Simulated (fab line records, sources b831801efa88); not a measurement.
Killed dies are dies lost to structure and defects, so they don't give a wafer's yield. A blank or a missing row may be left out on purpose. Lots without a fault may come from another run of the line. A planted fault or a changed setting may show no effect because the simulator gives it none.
fab line records | flow sky130
record lots=6 wafers=18 last_day=50
route steps=708 shown LDD_N@245 LDD_P@255 LDD_HVN@267 LDD_HVP@278 LDD_LDN@302
lots that met no fault: from a run of the same line without faults
start_h: hours from the record's first day to the start of the lot's first wafer shown | wait_h: hours since the lot's step before | " the same as in the row above | L1.1+2: a row that stands for several wafers | - no value, or no start given | * or withheld: withheld | < > ~ a bound
route shown NAME@n: a module of which the file shows steps, and the number in the route of the first | usual: mean/standard deviation of fault-free wafers | same: alike in all rows | chamber/n: place in a boat | sites: the reading at each site | _std_site: their standard deviation | _edge_site: outer sites' mean less inner sites' | radius_mm: how far each site lies from the wafer's centre | mask NAME#n: copy n | behind: the tool/chamber that last shaped the wafer | hold: why the lot was held/for how many hours/how that ended | device: the transistor (n, p or np) that didn't switch | end of line: the same wafers' tests at the end of the route | a step without rows: its recipe alone | killed: dies lost to structure and defects at the first sort, not the wafer's yield | map: a wafer's dies, x killed, . not, _ none there
set.NAME: the setting as run; set.NAME@STEP: as run at that earlier step | model.NAME: the simulator's own value behind a step, which no gauge read
lots at some steps of the route; a table a step, a row a wafer
services: from which hour (start_h, from the record's first day; less than 0 if before it) a tool's chamber was out of use, for how many hours, and why
## steps
# step SKY_LDD_N_IMPLANT_08
# recipe species=As energy_kev=20 dose_cm2=7.5e+13 tilt_deg=withheld rotation_deg=23
# step SKY_LDD_N_IMPLANT_09
# recipe species=As energy_kev=20 dose_cm2=7.5e+13 tilt_deg=withheld rotation_deg=113
# step SKY_LDD_N_IMPLANT_10
# recipe species=As energy_kev=20 dose_cm2=7.5e+13 tilt_deg=withheld rotation_deg=203
# step SKY_LDD_N_IMPLANT_11
# recipe species=As energy_kev=20 dose_cm2=7.629e+13 tilt_deg=withheld rotation_deg=293
# step SKY_LDD_N_IMPLANT_12
# recipe species=BF2 energy_kev=50 dose_cm2=5e+12 tilt_deg=30 rotation_deg=0
# step SKY_LDD_N_IMPLANT_13
# recipe species=BF2 energy_kev=50 dose_cm2=5e+12 tilt_deg=30 rotation_deg=90
# step SKY_LDD_N_IMPLANT_14
# recipe species=BF2 energy_kev=50 dose_cm2=5e+12 tilt_deg=30 rotation_deg=180
# step SKY_LDD_N_IMPLANT_15
# recipe species=BF2 energy_kev=50 dose_cm2=5e+12 tilt_deg=30 rotation_deg=270
# step SKY_LDD_N_STRIP_16
# recipe chemistry=O2/N2 power_w=1400 pressure_mtorr=1500 platen_temp_c=withheld o2_flow_sccm=3000 n2_flow_sccm=300 overash_fraction=0.5
# usual drypump_motor_current_A=6.0/0.42 oes_product_au=0.407/0.0044 strip_time_to_endpoint_s=4.318/0.015
# same overash_fraction=0.5
# columns lot.wafer tool chamber start_h wait_h drypump_motor_current_A oes_product_au rf_hours_counter_h strip_time_to_endpoint_s
L533.2 plasma_asher-03 0 451.55 0.1 6.6 0.412 76 4.346
L533.3 " 1 " " 6.3 0.408 - 4.338
L533.4 " 0 " " 6.6 0.406 - 4.336
L541.1 plasma_asher-02 0 529.25 0.1 6.2 0.410 67 4.309
L541.3 " 1 " " 6.0 0.409 - 4.292
L541.6 " 1 " " 6.0 0.409 - 4.316
L543.1 plasma_asher-02 1 542.75 0.1 6.0 0.408 69 4.347
L543.3 " 0 " " 6.2 0.401 - 4.329
L543.4 " 1 " " 6.0 0.409 - 4.335
L544.1 plasma_asher-04 0 551.20 0.1 5.5 0.407 43 4.331
L544.2 " 1 " " 5.4 0.407 43 4.308
L544.5 " 0 " " 5.5 0.407 - 4.325
L549.1 plasma_asher-02 0 590.45 0.1 6.2 0.403 73 4.311
L549.3 " 1 " " 6.0 0.402 - 4.303
L549.4 " 0 " " 6.2 0.410 - 4.318
L550.2 plasma_asher-03 1 600.86 0.1 6.3 0.403 91 4.329
L550.3 " 1 " " 6.3 0.401 - 4.313
L550.6 " 0 " " 6.6 0.407 - 4.310
# step SKY_LDD_N_TW_MEAS_17
# usual LDD_N_TW=2567/24
# columns lot.wafer tool chamber start_h wait_h LDD_N_TW
L533.2 film_metro-02 - 451.66 0.1 2592
L533.3 " - " " 2596
L533.4 " - " " 2580
L541.1 film_metro-01 - 529.35 0.1 2581
L541.3 " - " " 2570
L541.6 " - " " 2561
L543.1 film_metro-01 - 542.85 0.1 2566
L543.3 " - " " 2572
L543.4 " - " " 2566
L544.1 film_metro-01 - 551.30 0.1 2567
L544.2 " - " " 2569
L544.5 " - " " 2573
L549.1 film_metro-01 - 590.55 0.1 2584
L549.3 " - " " 2584
L549.4 " - " " 2591
L550.2 film_metro-03 - 600.97 0.1 2556
L550.3 " - " " 2548
L550.6 " - " " 2559
# step SKY_LDD_P_DEHYDRATE_00
# recipe temp_c=200 time_s=60
# step SKY_LDD_P_HMDS_01
# recipe prime_time_s=60 prime_temp_c=120
# step SKY_LDD_P_COAT_02
# recipe resist=NOVOLAK spin_rpm=3000 resist_thk_nm=1140
# usual chill_plate_temp_C=23.01/0.11 dispense_pressure_kPa=52/5.3
# columns lot.wafer tool chamber start_h wait_h chill_plate_temp_C dispense_pressure_kPa
L533.2 litho_track-04 0 467.29 0.1 23.09 54
L533.3 " 0 " " 22.95 54
L533.4 " 0 " " 23.15 54
L541.1 litho_track-04 0 543.87 0.1 22.95 54
L541.3 " 0 " " 23.20 54
L541.6 " 0 " " 23.14 54
L543.1 litho_track-01 - 558.17 0.1 - -
L543.3 " - " " - -
L543.4 " - " " - -
L544.1 litho_track-04 - 566.17 0.1 - -
L544.2 " - " " - -
L544.5 " - " " - -
L549.1 litho_track-03 0 603.97 0.1 23.20 42
L549.3 " 0 " " 22.99 42
L549.4 " 0 " " 22.89 42
L550.2 litho_track-04 0 614.34 0.1 22.93 54
L550.3 " 0 " " 22.92 54
L550.6 " 0 " " 22.90 54
# step SKY_LDD_P_SOFTBAKE_03
# recipe temp_c=90 time_s=60 resist=NOVOLAK
# step SKY_LDD_P_EXPOSE_04
# recipe mask_id=PSDM na=0.6 source_shape=conventional sigma_outer=0.6 polarization=unpolarized target_cd_nm=380 dose_mj=138
# step SKY_LDD_P_PEB_05
# recipe temp_c=withheld time_s=* resist=NOVOLAK
# step SKY_LDD_P_DEVELOP_06
# recipe resist=NOVOLAK developer=TMAH develop_time_s=60 dev_temp_c=23
# step SKY_LDD_P_CD_MEAS_07
# recipe target_cd_nm=380
# usual cd_nm=380.3/2.3
# columns lot.wafer tool chamber start_h wait_h cd_nm
L533.2 cd_sem-02 - 482.19 0.1 381.3
L533.3 " - " " 382.9
L533.4 " - " " 381.9
L541.1 cd_sem-02 - 559.57 0.1 385.6
L541.3 " - " " 380.0
L541.6 " - " " 382.5
L543.1 cd_sem-01 - 572.67 0.1 -
L543.3 " - " " -
L543.4 " - " " -
L544.1 cd_sem-02 - 580.37 0.1 -
L544.2 " - " " -
L544.5 " - " " -
L549.1 cd_sem-02 - 617.47 0.1 382.3
L549.3 " - " " 383.0
L549.4 " - " " 382.7
L550.2 cd_sem-02 - 628.79 0.1 376.6
L550.3 " - " " 378.4
L550.6 " - " " 380.5
# step SKY_LDD_P_OVL_MEAS_08
# usual LDD_P_OVL=0.8/1.3
# columns lot.wafer tool chamber start_h wait_h LDD_P_OVL[nm]
L533.2 overlay-01 - 482.29 0.1 1.1
L533.3 " - " " 1.2
L533.4 " - " " 1.7
L541.1 overlay-01 - 559.69 0.1 2.9
L541.3 " - " " 3.5
L541.6 " - " " 2.8
L543.1 overlay-02 - 572.79 0.1 -
L543.3 " - " " -
L543.4 " - " " -
L544.1 overlay-01 - 580.49 0.1 -
L544.2 " - " " -
L544.5 " - " " -
L549.1 overlay-02 - 617.59 0.1 3.1
L549.3 " - " " 2.1
L549.4 " - " " 1.7
L550.2 overlay-02 - 628.89 0.1 1.1
L550.3 " - " " 1.5
L550.6 " - " " 0.9
# step SKY_LDD_P_IMPLANT_09
# recipe species=BF2 energy_kev=25 dose_cm2=1e+13 tilt_deg=withheld
# step SKY_LDD_P_STRIP_10
# recipe chemistry=O2/N2 power_w=1400 pressure_mtorr=1500 platen_temp_c=withheld o2_flow_sccm=3000 n2_flow_sccm=300 overash_fraction=0.5
# usual drypump_motor_current_A=6.1/0.6 oes_product_au=0.716/0.0044 strip_time_to_endpoint_s=14.17/0.048
# same overash_fraction=0.5
# columns lot.wafer tool chamber start_h wait_h drypump_motor_current_A oes_product_au rf_hours_counter_h strip_time_to_endpoint_s
L533.2 plasma_asher-03 1 482.47 0.1 6.3 0.721 79 14.23
L533.3 " 0 " " 6.6 0.717 - 14.30
L533.4 " 1 " " 6.4 0.718 - 14.30
L541.1 plasma_asher-03 0 559.88 0.1 6.6 0.715 86 14.07
L541.3 " 0 " " 6.6 0.714 - 14.14
L541.6 " 0 " " 6.6 0.720 - 14.14
L543.1 plasma_asher-01 0 572.98 0.1 5.0 - 15 -
L543.3 " 0 " " 5.0 - - -
L543.4 " 1 " " 6.4 - - -
L544.1 plasma_asher-01 1 580.67 0.1 6.5 - 16 -
L544.2 " 0 " " 5.0 - 16 -
L544.5 " 0 " " 5.0 - - -
L549.1 plasma_asher-03 1 617.78 0.1 6.3 0.719 92 14.16
L549.3 " 1 " " 6.3 0.717 - 14.17
L549.4 " 0 " " 6.6 0.713 - 14.15
L550.2 plasma_asher-03 1 629.22 0.1 6.3 0.710 93 14.16
L550.3 " 1 " " 6.3 0.721 - 14.19
L550.6 " 0 " " 6.6 0.718 - 14.18
# step SKY_LDD_P_TW_MEAS_11
# usual LDD_P_TW=628/6
# columns lot.wafer tool chamber start_h wait_h LDD_P_TW
L533.2 film_metro-02 - 482.58 0.1 629
L533.3 " - " " 632
L533.4 " - " " 633
L541.1 film_metro-03 - 559.98 0.1 622
L541.3 " - " " 620
L541.6 " - " " 618
L543.1 film_metro-04 - 573.08 0.1 633
L543.3 " - " " 630
L543.4 " - " " 626
L544.1 film_metro-04 - 580.77 0.1 627
L544.2 " - " " 625
L544.5 " - " " 629
L549.1 film_metro-04 - 617.88 0.1 623
L549.3 " - " " 623
L549.4 " - " " 625
L550.2 film_metro-03 - 629.33 0.1 630
L550.3 " - " " 628
L550.6 " - " " 628
# step SKY_LDD_HVN_DEHYDRATE_00
# recipe temp_c=200 time_s=60
# step SKY_LDD_HVN_HMDS_01
# recipe prime_time_s=60 prime_temp_c=120
# step SKY_LDD_HVN_COAT_02
# recipe resist=NOVOLAK spin_rpm=3000 resist_thk_nm=300
# step SKY_LDD_HVN_SOFTBAKE_03
# recipe temp_c=90 time_s=60 resist=NOVOLAK
# step SKY_LDD_HVN_EXPOSE_04
# recipe mask_id=HVNTM na=0.6 source_shape=conventional sigma_outer=0.6 polarization=unpolarized target_cd_nm=700 dose_mj=127
# step SKY_LDD_HVN_PEB_05
# recipe temp_c=withheld time_s=* resist=NOVOLAK
# step SKY_LDD_HVN_DEVELOP_06
# recipe resist=NOVOLAK developer=TMAH develop_time_s=60 dev_temp_c=23
# step SKY_LDD_HVN_OVL_MEAS_07
# usual LDD_HVN_OVL=-0.5/1.5
# columns lot.wafer tool chamber start_h wait_h LDD_HVN_OVL[nm]
L533.2 overlay-02 - 512.67 0.1 1.2
L533.3 " - " " 0.1
L533.4 " - " " 0.1
L541.1 overlay-02 - 589.22 0.1 1.4
L541.3 " - " " 2.1
L541.6 " - " " 1.2
L543.1 overlay-01 - 600.72 0.1 -1.9
L543.3 " - " " 1.3
L543.4 " - " " -0.2
L544.1 overlay-01 - 608.12 0.1 -1.6
L544.2 " - " " -3.1
L544.5 " - " " -1.8
L549.1 overlay-02 - 647.37 0.1 0.0
L549.3 " - " " 1.7
L549.4 " - " " 0.0
L550.2 overlay-01 - 657.62 0.1 0.3
L550.3 " - " " 0.0
L550.6 " - " " -0.4
# step SKY_LDD_HVN_IMPLANT_08
# recipe species=P energy_kev=59.23 dose_cm2=3e+13 tilt_deg=40
# step SKY_LDD_HVN_STRIP_09
# recipe chemistry=O2/N2 power_w=1400 pressure_mtorr=1500 platen_temp_c=withheld o2_flow_sccm=3000 n2_flow_sccm=300 overash_fraction=0.5
# usual drypump_motor_current_A=5.8/0.66 oes_product_au=0.409/0.0047 strip_time_to_endpoint_s=4.132/0.013
# same overash_fraction=0.5
# columns lot.wafer tool chamber start_h wait_h drypump_motor_current_A oes_product_au rf_hours_counter_h strip_time_to_endpoint_s
L533.2 plasma_asher-01 0 512.85 0.1 5.0 0.409 8 4.167
L533.3 " 0 " " 5.0 0.405 - 4.147
L533.4 " 1 " " 6.4 0.407 - 4.155
L541.1 plasma_asher-01 0 589.41 0.1 4.9 0.404 16 4.145
L541.3 " 1 " " 6.5 0.421 - 4.153
L541.6 " 0 " " 5.0 0.407 - 4.130
L543.1 plasma_asher-04 0 600.90 0.1 5.5 0.414 49 4.143
L543.3 " 0 " " 5.5 0.410 - 4.136
L543.4 " 1 " " 5.4 0.405 - 4.112
L544.1 plasma_asher-04 1 608.30 0.1 5.4 0.412 49 4.128
L544.2 " 0 " " 5.5 0.410 49 4.131
L544.5 " 1 " " 5.4 0.412 - 4.115
L549.1 plasma_asher-03 0 647.55 0.1 6.5 0.410 95 4.143
L549.3 " 1 " " 6.3 0.399 - 4.141
L549.4 " 0 " " 6.6 0.409 - 4.148
L550.2 plasma_asher-03 1 657.80 0.1 6.3 0.409 96 4.134
L550.3 " 0 " " 6.6 0.412 - 4.145
L550.6 " 0 " " 6.6 0.414 - 4.136
# step SKY_LDD_HVN_TW_MEAS_10
# usual LDD_HVN_TW=1423/7.9
# columns lot.wafer tool chamber start_h wait_h LDD_HVN_TW
L533.2 film_metro-02 - 512.96 0.1 1431
L533.3 " - " " 1433
L533.4 " - " " 1429
L541.1 film_metro-01 - 589.51 0.1 1430
L541.3 " - " " 1429
L541.6 " - " " 1434
L543.1 film_metro-04 - 601.00 0.1 1438
L543.3 " - " " 1441
L543.4 " - " " 1436
L544.1 film_metro-02 - 608.40 0.1 1458
L544.2 " - " " 1456
L544.5 " - " " 1453
L549.1 film_metro-01 - 647.65 0.1 1425
L549.3 " - " " 1429
L549.4 " - " " 1426
L550.2 film_metro-04 - 657.91 0.1 1426
L550.3 " - " " 1427
L550.6 " - " " 1430
# step SKY_LDD_HVP_DEHYDRATE_00
# recipe temp_c=200 time_s=60
# step SKY_LDD_HVP_HMDS_01
# recipe prime_time_s=60 prime_temp_c=120
# step SKY_LDD_HVP_COAT_02
# recipe resist=NOVOLAK spin_rpm=3000 resist_thk_nm=300
# step SKY_LDD_HVP_SOFTBAKE_03
# recipe temp_c=90 time_s=60 resist=NOVOLAK
# step SKY_LDD_HVP_EXPOSE_04
# recipe mask_id=HVPTM na=0.6 source_shape=conventional sigma_outer=0.6 polarization=unpolarized target_cd_nm=700 dose_mj=86
# step SKY_LDD_HVP_PEB_05
# recipe temp_c=withheld time_s=* resist=NOVOLAK
# step SKY_LDD_HVP_DEVELOP_06
# recipe resist=NOVOLAK developer=TMAH develop_time_s=60 dev_temp_c=23
# step SKY_LDD_HVP_OVL_MEAS_07
# usual LDD_HVP_OVL=0.8/1.3
# columns lot.wafer tool chamber start_h wait_h LDD_HVP_OVL[nm]
L533.2 overlay-01 - 543.38 0.1 1.3
L533.3 " - " " 4.3
L533.4 " - " " 2.8
L541.1 overlay-02 - 616.27 0.1 -0.2
L541.3 " - " " 0.0
L541.6 " - " " -0.9
L543.1 overlay-01 - 628.76 0.1 1.3
L543.3 " - " " 0.2
L543.4 " - " " -1.1
L544.1 overlay-02 - 637.06 0.1 1.2
L544.2 " - " " 0.9
L544.5 " - " " 1.3
L549.1 overlay-01 - 675.62 0.1 -1.1
L549.3 " - " " -2.4
L549.4 " - " " -0.6
L550.2 overlay-01 - 685.63 0.1 1.9
L550.3 " - " " 0.7
L550.6 " - " " 0.2
# step SKY_LDD_HVP_IMPLANT_08
# recipe species=B energy_kev=20 dose_cm2=1.7e+13 tilt_deg=17.9
# step SKY_LDD_HVP_TW_MEAS_10
# usual LDD_HVP_TW=450/3.7
# columns lot.wafer tool chamber start_h wait_h LDD_HVP_TW
L533.2 film_metro-03 - 543.67 0.1 449
L533.3 " - " " 451
L533.4 " - " " 448
L541.1 film_metro-04 - 616.56 0.1 450
L541.3 " - " " 449
L541.6 " - " " 447
L543.1 film_metro-03 - 629.11 0.1 688
L543.3 " - " " 686
L543.4 " - " " 688
L544.1 film_metro-01 - 637.35 0.1 697
L544.2 " - " " 694
L544.5 " - " " 694
L549.1 film_metro-04 - 675.91 0.1 450
L549.3 " - " " 451
L549.4 " - " " 450
L550.2 film_metro-03 - 685.92 0.1 451
L550.3 " - " " 450
L550.6 " - " " 447
# step SKY_LDD_LDN_TW_MEAS_13
# usual LDD_LDN_TW=1466/12
# columns lot.wafer tool chamber start_h wait_h LDD_LDN_TW
L533.2 film_metro-02 - 574.42 0.1 1472
L533.3 " - " " 1473
L533.4 " - " " 1459
L541.1 film_metro-03 - 646.11 0.1 1456
L541.3 " - " " 1457
L541.6 " - " " 1456
L543.1 film_metro-01 - 658.10 0.1 1499
L543.3 " - " " 1505
L543.4 " - " " 1499
L544.1 film_metro-01 - 665.90 0.1 1504
L544.2 " - " " 1505
L544.5 " - " " 1500
L549.1 film_metro-03 - 704.56 0.1 1454
L549.3 " - " " 1446
L549.4 " - " " 1441
L550.2 film_metro-01 - 714.12 0.1 1496
L550.3 " - " " 1490
L550.6 " - " " 1488
## services
# columns tool chamber start_h hours kind
plasma_asher-01 0 430.25 - clean
plasma_asher-01 1 430.25 - clean
plasma_asher-03 - 437.57 1.1 repair
plasma_asher-03 - 442.62 6.7 repair
plasma_asher-01 - 457.79 1.4 repair
plasma_asher-03 - 466.06 1.7 repair
plasma_asher-03 - 532.71 5.9 repair
plasma_asher-01 - 594.41 9.1 repair
plasma_asher-04 - 643.00 0.3 repair
## key
first_sign step=SKY_LDD_P_COAT_02 reading=tool_record direction=missing
effect step=SKY_LDD_P_CD_MEAS_07 reading=cd_nm direction=missing
effect step=SKY_LDD_P_OVL_MEAS_08 reading=LDD_P_OVL direction=missing
effect step=SKY_LDD_HVN_TW_MEAS_10 reading=LDD_HVN_TW direction=up sigmas=3 usual=1423 struck=1447
effect step=SKY_LDD_HVP_TW_MEAS_10 reading=LDD_HVP_TW direction=up sigmas=66 usual=450 struck=691
effect step=SKY_LDD_LDN_TW_MEAS_13 reading=LDD_LDN_TW direction=up sigmas=3 usual=1466 struck=1502
met_at SKY_LDD_P_COAT_02
struck_wafers L543.1,L543.3,L543.4,L544.1,L544.2,L544.5
sort_left_out L543.1,L543.3,L543.4,L544.1,L544.2,L544.5
tester_left_out L543,L544
onset_between 543.87 558.17
fault kind=skipped_step_whole tool=litho_track-01,litho_track-04 chamber=- onset_h=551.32 steps=SKY_LDD_P_COAT_02 scope=struck_lots_only
# tester_left_out: of these lots the tester's yield and bins aren't shown, on N5 and GAA mostly nor the transistor test; their killed dies are dies lost to structure and defects alone, not to doping, threshold or leakage, so they don't give the yield
# sort_left_out: the simulated sort isn't trusted on such a fault, so these wafers' sort isn't shown, and their yield isn't known
